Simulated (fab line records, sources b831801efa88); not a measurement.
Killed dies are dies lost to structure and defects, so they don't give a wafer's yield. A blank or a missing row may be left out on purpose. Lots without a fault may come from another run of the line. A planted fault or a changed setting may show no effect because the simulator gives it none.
One fault seen from 2 desks | flow gf180mcu | each desk has only its own numbers; what lay behind them comes last

THE METROLOGY DESK
What the gauges read, lot by lot, whatever tool the lot ran on: means of the sampled wafers that have a number. A lot is out of limits, marked OUT, if its mean lies more than 4 standard deviations from the usual mean; the brackets give that distance.
Columns: A = STI_OXIDATION_THK at GF_STI_THK_MEAS_02, usual 9.99 nm; B = VT_IMPLANT_OVL at GF_VT_IMPLANT_OVL_MEAS_07, usual -0.8 nm; C = HV_LDD_3_TW at GF_HV_LDD_TW_MEAS_38, usual 1432; D = HV_LDD_RS at GF_HV_LDD_RS_MEAS_53, usual 419.8 ohm/sq
lot  | first seen here | A     | B    | C    | D
L211 | day 1 11:31     | 10.32 | 1.0  | 1454 | 420.5
L212 | day 1 16:31     | 10.11 | -0.7 | 1422 | 420.5
L213 | day 1 21:31     | 9.93  | -2.6 | 1448 | 420.2
L217 | day 2 17:53     | 9.86  | 1.1  | 1438 | 419.7
L220 | day 3 08:44     | 10.04 | -3.0 | 1456 | 421.5
L221 | day 3 13:53     | 10.07 | -1.0 | 1457 | 419.0
L222 | day 3 19:26     | 9.95  | 0.2  | 1428 | 419.4
L223 | day 4 00:27     | 10.13 | 1.6  | 1437 | 418.1
L224 | day 4 04:31     | 10.19 | -1.3 | 1408 | 424.6 (+5.3) OUT
L225 | day 4 11:13     | 9.76  | -0.8 | 1404 | 424.9 (+5.7) OUT
L228 | day 5 00:31     | 9.50  | -1.1 | 1435 | 419.6
L232 | day 5 22:01     | 10.10 | -0.9 | 1412 | 419.7
L233 | day 6 02:04     | 9.98  | -0.3 | 1419 | 419.3
L234 | day 6 06:31     | 10.27 | -2.2 | 1422 | 421.1
This desk's finding: out of limits on L224, L225; first on L224, day 16 18:30 (HV_LDD_RS at GF_HV_LDD_RS_MEAS_53). In limits: L211, L212, L213, L217, L220, L221, L222, L223, L228, L232, L233, L234.

THE TOOL OWNER'S DESK: implanter-03
The tool's own readings at GF_HV_LDD_IMPLANT_33: means of the sampled wafers that have a number, for each lot that ran on this tool. A lot is out of limits, marked OUT, if its mean lies more than 4 standard deviations from the usual mean; the brackets give that distance.
Columns: A = beam_on_s at GF_HV_LDD_IMPLANT_33, usual 10.00 s; B = faraday_current_uA at GF_HV_LDD_IMPLANT_33, usual 42.3; C = rotation_deg at GF_HV_LDD_IMPLANT_33, usual 0.005 degrees
lot  | first seen here | A              | B              | C
L213 | day 12 00:05    | 9.91           | 42.6           | 0.007
L217 | day 13 07:19    | 9.95           | 42.5           | -0.017
L220 | day 14 08:18    | 9.91           | 42.6           | -0.006
L222 | day 15 02:45    | 9.92           | 42.6           | 0.013
L224 | day 15 18:51    | 7.85 (-11) OUT | 53.8 (+14) OUT | 0.011
L225 | day 16 05:40    | 7.73 (-12) OUT | 54.5 (+15) OUT | 0.015
This desk's finding: out of limits on L224, L225; first on L224, day 15 18:51 (beam_on_s at GF_HV_LDD_IMPLANT_33). In limits: L213, L217, L220, L222.

PUT TOGETHER
The tool owner's desk could have raised an alarm at day 15 18:51, on L224, L225.
The metrology desk could have raised an alarm at day 16 18:30, on L224, L225.
Of the lots named, all ran GF_HV_LDD_IMPLANT_33 on implanter-03.

WHAT THE SIMULATOR HAD PUT IN
Process parameter drift: implanter-03, from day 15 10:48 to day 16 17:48, at GF_HV_LDD_IMPLANT_33. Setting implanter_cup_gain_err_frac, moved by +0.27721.
Lots struck among those shown: L224, L225.
Hours from the fault's start to each desk's first reading out of limits: the tool owner's desk, 8; the metrology desk, 32.
